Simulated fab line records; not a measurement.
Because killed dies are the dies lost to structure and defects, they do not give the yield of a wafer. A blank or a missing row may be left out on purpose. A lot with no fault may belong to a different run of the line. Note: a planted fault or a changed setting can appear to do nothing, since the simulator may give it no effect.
fab line records + flow sky130
[record]
- lots = 14
- wafers = 42
- lastDay = 50
route steps=708 shown DNWELL@37
lots that met no fault: taken from a fault-free run of the same line
startH: hours from the record's first day to the start of the lot's first wafer shown + waitH: time in hours since the lot's previous step + " same as the row above + L1.1+2: a row that stands for several wafers + - either no value or no given start + * or withheld: withheld + < > ~ a bound
route shown NAME@n: NAME is a module with steps in the file, n the number in the route of the first one + usual: average and standard deviation across the fault-free wafers + same: alike in all rows + chamber/n: place in a boat + sites: per-site readings + _std_site: their standard deviation + _edge_site: inner sites' mean taken away from outer sites' mean + radiusMm: for every site, how far away it sits from the centre of the wafer + mask NAME#n: copy n + behind: the most recent tool/chamber to have shaped the wafer + hold: why the lot was held/for how many hours/how that ended + device: names the non-switching transistor (n, p or np) + end of line: the route-end tests of the same wafers + a step with no rows: only its recipe + killed: dies lost to structure and defects at the first sort, not the wafer's yield + map: per-die view of a wafer (x killed, . not killed, _ where there is no die)
set.NAME: the setting as run; set.NAME@STEP: as run at that earlier step + model.NAME: the simulator's own value behind a step, which no gauge read
the route's steps for a sample of lots (tables are steps, rows are wafers)
services: the hour from which a tool's chamber was out of use, counted from the record's first day as startH (under 0 if before that day), plus the number of hours and why
[[steps]]
[step SKY_DNWELL_COAT_02]
[recipe]
- spinRpm = 2000
- resistThkNm = 3000
| lot.wafer  | tool          | chamber | startH | waitH |
|------------|---------------|---------|--------|-------|
| L310.3+4+5 | lithoTrack-02 | 0       | 45.47  | 0.1   |
| L311.1+5+6 | lithoTrack-03 | 0       | 53.11  | 0.1   |
| L312.3+4+6 | lithoTrack-04 | 0       | 55.31  | 0.1   |
| L313.1+2+6 | lithoTrack-03 | 0       | 59.16  | 0.1   |
| L314.4+5+6 | lithoTrack-02 | 0       | 78.34  | 0.1   |
| L315.3+5+6 | lithoTrack-04 | 0       | 87.66  | 0.1   |
| L316.1+4+6 | lithoTrack-04 | 0       | 91.21  | 0.1   |
| L318.1+2+5 | lithoTrack-02 | 0       | 94.32  | 0.1   |
| L319.2+4+6 | lithoTrack-03 | 0       | 99.99  | 0.1   |
| L320.1+2+6 | lithoTrack-03 | 0       | 104.91 | 0.1   |
| L323.2+4+5 | lithoTrack-03 | 0       | 117.09 | 0.1   |
| L324.1+5+6 | lithoTrack-02 | 0       | 122.67 | 0.1   |
| L329.1+3+4 | lithoTrack-04 | 0       | 149.96 | 0.1   |
| L332.2+4+6 | lithoTrack-02 | 0       | 160.24 | 0.1   |
[step SKY_DNWELL_STRIP_08]
[recipe]
- chemistry = O2/N2
- powerW = 1400
- pressureMtorr = 1500
- platenTempC = withheld
- o2FlowSccm = 3000
- n2FlowSccm = 300
- overashFraction = 0.5
[usual]
- chamberPressureMTorr = 1500.2/1.4
- drypumpMotorCurrentA = 5.9/0.36
- oesProductAu = 0.722/0.0047
- stripTimeToEndpointS = 36.93/0.11
| lot.wafer | tool           | chamber | startH | waitH | chamberPressureMTorr | drypumpMotorCurrentA | oesProductAu | rfHoursCounterH | stripTimeToEndpointS |
|-----------|----------------|---------|--------|-------|----------------------|----------------------|--------------|-----------------|----------------------|
| L310.3    | plasmaAsher-02 | 0       | 53.99  | 0.1   | 1499.5               | 6.5                  | 0.724        | -               | 36.91                |
| L310.4    | "              | 1       | "      | "     | 1499.7               | 5.8                  | 0.722        | -               | 36.84                |
| L310.5    | "              | 1       | "      | "     | 1499.8               | 5.8                  | 0.721        | -               | 36.86                |
| L311.1    | plasmaAsher-03 | 0       | 61.42  | 0.1   | 1500.5               | 6.0                  | 0.722        | 26              | 36.80                |
| L311.5    | "              | 0       | "      | "     | 1500.4               | 5.9                  | 0.715        | -               | 36.91                |
| L311.6    | "              | 1       | "      | "     | 1499.3               | 5.6                  | 0.725        | -               | 36.84                |
| L312.3    | plasmaAsher-01 | 0       | 63.29  | 0.1   | 1500.6               | 6.1                  | 0.729        | -               | 36.75                |
| L312.4    | "              | 1       | "      | "     | 1501.4               | 5.3                  | 0.718        | -               | 36.79                |
| L312.6    | "              | 0       | "      | "     | 1500.1               | 6.1                  | 0.728        | -               | 36.81                |
| L313.1    | plasmaAsher-02 | 1       | 67.01  | 0.1   | 1500.2               | 5.8                  | 0.720        | 39              | 36.82                |
| L313.2    | "              | 0       | "      | "     | 1499.9               | 6.5                  | 0.725        | 39              | 36.90                |
| L313.6    | "              | 0       | "      | "     | 1499.7               | 6.5                  | 0.719        | -               | 36.90                |
| L314.4    | plasmaAsher-02 | 1       | 86.69  | 0.1   | 1502.9               | 5.8                  | 0.733        | -               | 36.89                |
| L314.5    | "              | 1       | "      | "     | 1499.0               | 5.8                  | 0.729        | -               | 36.84                |
| L314.6    | "              | 0       | "      | "     | 1501.1               | 6.5                  | 0.726        | -               | 36.90                |
| L315.3    | plasmaAsher-03 | 1       | 96.09  | 0.1   | 1500.7               | 5.6                  | 0.717        | -               | 36.73                |
| L315.5    | "              | 1       | "      | "     | 1501.8               | 5.6                  | 0.727        | -               | 36.94                |
| L315.6    | "              | 0       | "      | "     | 1501.4               | 5.9                  | 0.722        | -               | 36.71                |
| L316.1    | plasmaAsher-03 | 1       | 100.61 | 0.1   | 1500.3               | 5.6                  | 0.711        | 30              | 36.86                |
| L316.4    | "              | 1       | "      | "     | 1501.6               | 5.6                  | 0.718        | -               | 36.87                |
| L316.6    | "              | 1       | "      | "     | 1501.5               | 5.6                  | 0.722        | -               | 36.91                |
| L318.1    | plasmaAsher-03 | 0       | 103.11 | 0.1   | 1501.7               | 6.0                  | 0.729        | 30              | 37.01                |
| L318.2    | "              | 1       | "      | "     | 1497.7               | 5.6                  | 0.726        | 30              | 36.99                |
| L318.5    | "              | 0       | "      | "     | 1500.4               | 5.9                  | 0.730        | -               | 37.01                |
| L319.2    | plasmaAsher-03 | 0       | 109.01 | 0.1   | 1499.1               | 5.9                  | 0.720        | 31              | 36.94                |
| L319.4    | "              | 1       | "      | "     | 1498.9               | 5.6                  | 0.721        | -               | 36.97                |
| L319.6    | "              | 0       | "      | "     | 1502.9               | 5.9                  | 0.718        | -               | 36.77                |
| L320.1    | plasmaAsher-03 | 0       | 114.06 | 0.1   | 1500.9               | 5.9                  | 0.714        | 32              | 33.92                |
| L320.2    | "              | 1       | "      | "     | 1501.5               | 5.6                  | 0.713        | 32              | 33.92                |
| L320.6    | "              | 1       | "      | "     | 1502.3               | 5.6                  | 0.720        | -               | 33.86                |
| L323.2    | plasmaAsher-02 | 1       | 126.87 | 0.1   | 1500.0               | 5.8                  | 0.726        | 1               | 34.03                |
| L323.4    | "              | 1       | "      | "     | 1499.6               | 5.8                  | 0.712        | -               | 34.10                |
| L323.5    | "              | 1       | "      | "     | 1500.4               | 5.8                  | 0.719        | -               | 33.97                |
| L324.1    | plasmaAsher-03 | 0       | 133.31 | 0.1   | 1499.9               | 5.9                  | 0.717        | 35              | 37.01                |
| L324.5    | "              | 0       | "      | "     | 1500.3               | 5.9                  | 0.729        | -               | 36.98                |
| L324.6    | "              | 1       | "      | "     | 1500.4               | 5.7                  | 0.722        | -               | 37.06                |
| L329.1    | plasmaAsher-02 | 0       | 159.86 | 0.1   | 1498.3               | 6.5                  | 0.734        | 4               | 37.04                |
| L329.3    | "              | 1       | "      | "     | 1501.7               | 5.8                  | 0.722        | -               | 36.98                |
| L329.4    | "              | 0       | "      | "     | 1498.1               | 6.5                  | 0.718        | -               | 37.04                |
| L332.2    | plasmaAsher-01 | 1       | 170.71 | 0.1   | 1498.9               | 5.3                  | 0.720        | 48              | 36.86                |
| L332.4    | "              | 1       | "      | "     | 1498.1               | 5.3                  | 0.730        | -               | 36.96                |
| L332.6    | "              | 0       | "      | "     | 1497.9               | 6.1                  | 0.715        | -               | 36.91                |
[[services]]
| tool           | chamber | startH | hours | kind      |
|----------------|---------|--------|-------|-----------|
| plasmaAsher-01 | -       | 34.94  | 1.1   | repair    |
| plasmaAsher-01 | -       | 64.96  | 1.6   | repair    |
| plasmaAsher-02 | -       | 94.73  | 0.6   | repair    |
| plasmaAsher-01 | -       | 95.22  | 2.8   | pm        |
| plasmaAsher-02 | -       | 108.75 | 9.0   | pm        |
| plasmaAsher-02 | 0       | 108.75 | 12.9  | ventCycle |
| plasmaAsher-02 | 1       | 108.75 | 12.9  | ventCycle |
| plasmaAsher-02 | -       | 111.51 | 10.1  | repair    |
| plasmaAsher-02 | 0       | 117.75 | -     | clean     |
| plasmaAsher-02 | 1       | 117.75 | -     | clean     |
[[key]]
[firstSign]
- step = SKY_DNWELL_STRIP_08
- reading = stripTimeToEndpointS
- direction = down
- sigmas = 28
- usual = *
- struck = *
effect none on later readings
metAt SKY_DNWELL_COAT_02
struckLots L320,L323
testerLeftOut L320,L323
onsetBetween 99.99 104.91
[fault]
- kind = processParameterDrift
- tool = lithoTrack-03
- chamber = -
- onsetH = 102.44
- steps = SKY_DNWELL_COAT_02
- channel = resistThkNm
- offset = -249.56
- shape = step
- endH = 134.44
- actsIn = theseRecipesOnly
- stated = 3000
// testerLeftOut: of these lots the tester's yield and bins aren't shown, on N5 and GAA mostly nor the transistor test; their killed dies are dies lost to structure and defects alone, not to doping, threshold or leakage, so they don't give the yield
